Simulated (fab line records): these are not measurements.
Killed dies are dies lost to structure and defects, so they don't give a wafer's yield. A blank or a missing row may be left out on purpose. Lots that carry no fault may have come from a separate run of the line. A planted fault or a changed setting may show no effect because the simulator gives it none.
Which of the tools did it?    flow sky130    route of 708 steps, sampled at 1 step: 12 lots, 36 wafers

== WHAT EACH GAUGE READ, for each wafer ==
SKY_RES_PROTECT_TW_MEAS_08.
lot   measured      on             POLY_GATE_TW
L075  day 15 10:40  film_metro-03  4066 4046 4055
L077  day 16 16:44  film_metro-04  4052 4062 4048
L079  day 17 12:29  film_metro-04  4074 4044 4059
L081  day 18 02:10  film_metro-03  4057 4076 4067
L083  day 18 23:24  film_metro-03  4055 4072 4060
L085  day 19 03:25  film_metro-01  4033 4045 4060
L087  day 19 20:32  film_metro-04  4061 4045 4061
L089  day 20 16:54  film_metro-03  4087 4089 4086
L091  day 21 13:10  film_metro-03  4081 4080 4062
L093  day 22 00:02  film_metro-03  4063 4055 4047
L095  day 23 01:33  film_metro-01  4057 4063 4065
L097  day 23 17:01  film_metro-03  4098 4090 4104

== WHAT TOOL EACH LOT RAN ON (gives the tool, then ch and the chambers of the sampled wafers, and finally the start) ==
The record shows no process step preceding these readings.

== THE ANSWER, worked out from the rows above alone ==
Rule: what is usual is taken from the lots themselves. Put in order of their means at a reading, lots are off if they are a third of the lots or fewer, leave a main group of 4 or more, and stand apart from it by a gap of 3 or more times the standard deviation of the main group's means; of several such gaps the widest counts. Not used: any main group whose means are identical at the precision the tables above print for the reading. A lot without any number at a reading at which 4 lots or more have one is off too. Any other lot the step has rows for is counted as sound.
No lot is off on any of the readings shown, so nothing can be concluded from this.

== WHAT THE SIMULATOR PUT IN ==
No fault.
